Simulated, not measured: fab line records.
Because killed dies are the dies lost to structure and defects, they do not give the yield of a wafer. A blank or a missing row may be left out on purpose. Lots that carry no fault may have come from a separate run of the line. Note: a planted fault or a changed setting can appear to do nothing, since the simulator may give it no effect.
Problem report, 8D (eight disciplines) form, completed by code	flow gf180mcu	the parts of the form that need people (team, actions taken, sign-off) are left out

== 1. THE PROBLEM ==
Mean HV_LDD_4_TW at GF_HV_LDD_TW_MEAS_50: 529 over 6 wafers in 2 lots; fault-free wafers: 563, standard deviation 6.5. Relative to the usual mean, that is a shift of -5.2 standard deviations.
The first sign was on wafer L970.2 at day 16 16:32, on film_metro-02. The record has a number at this step for 39 wafers belonging to 13 lots. The rule behind "out" and "out of limits": a value lying over 4 standard deviations away from the usual mean. Any other wafer with a number is counted as sound.

== 2. WHAT IT IS AND WHAT IT IS NOT ==
question	is	is not
which readings at this step	HV_LDD_4_TW	-
which lots	L970, L972	L962, L963, L964, L965, L967, L978, L980, L982, L983, L984, L985
which wafers of those lots	all that have a number	-
read on which gauges	film_metro-02, film_metro-03	film_metro-04
when	from day 16 16:32	up to then (15 sound wafers); but 18 sound wafers of L978, L980, L982, L983, L984, L985 came after

== 3. SUSPECTS, AND WHAT RULES EACH OUT ==
Counting: a tool at a process step up to the reading stays a suspect if it ran every lot that is out and no sound lot after the first of them.
- the gauge at GF_HV_LDD_TW_MEAS_50: ruled out. Those wafers that are out were read across 2 gauges (film_metro-02, film_metro-03).
- implanter-03 at GF_HV_LDD_IMPLANT_48: kept. It ran every lot that is out, first L970 (day 16 16:18), and no sound lot after that; its last sound lot up to then is L963 (day 14 09:31). Its own readings are out on those wafers: beam_on_s, faraday_current_uA.
Left after counting: implanter-03 at GF_HV_LDD_IMPLANT_48.

== 4. THE CAUSE (what the simulator had put in) ==
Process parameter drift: implanter-03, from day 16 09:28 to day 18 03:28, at GF_HV_LDD_IMPLANT_48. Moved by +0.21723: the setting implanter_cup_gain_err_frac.
Only this tool survived the counting.

== 5. THE EFFECT CHAIN, in route order ==
Each row: a reading where the mean over the struck wafers with a number is more than 3 standard deviations away from the usual. Readings are gone through only where the record gives a usual standard deviation; hours: the median, over the lots, of the time from a lot's start at the first step in this table giving one to that lot's start at this step; sigmas: the change measured in usual standard deviations.
hours	step	reading	usual	on struck wafers	change	sigmas
0	GF_HV_LDD_IMPLANT_48	beam_on_s	10.00 s	8.18	-1.82	-9.1
0	GF_HV_LDD_IMPLANT_48	faraday_current_uA	169	208	+38	+12
0	GF_HV_LDD_TW_MEAS_50	HV_LDD_4_TW	563	529	-34	-5.2
It contains these process steps:
- GF_HV_LDD_IMPLANT_48
At these later measuring or inspecting steps, every struck wafer for which the step has a row has a number for every such reading, and none has moved that far: GF_CONTACT_THK_MEAS_01, GF_CONTACT_BOW_MEAS_05.

== 6. HOW IT WOULD HAVE BEEN CAUGHT EARLIER ==
The first out-of-limits reading at a measuring or inspecting step in this record came at day 16 16:32, 7 hours after the fault's start at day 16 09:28.
The tool's own readings at GF_HV_LDD_IMPLANT_48 were out on every struck wafer that the step has a row for (beam_on_s, faraday_current_uA): an alarm limit on them would have fired on the first of those.
L972, from the lots that are out (2), started GF_HV_LDD_IMPLANT_48 on implanter-03 later than day 16 16:32. A hold on the tool at that time would have spared it.
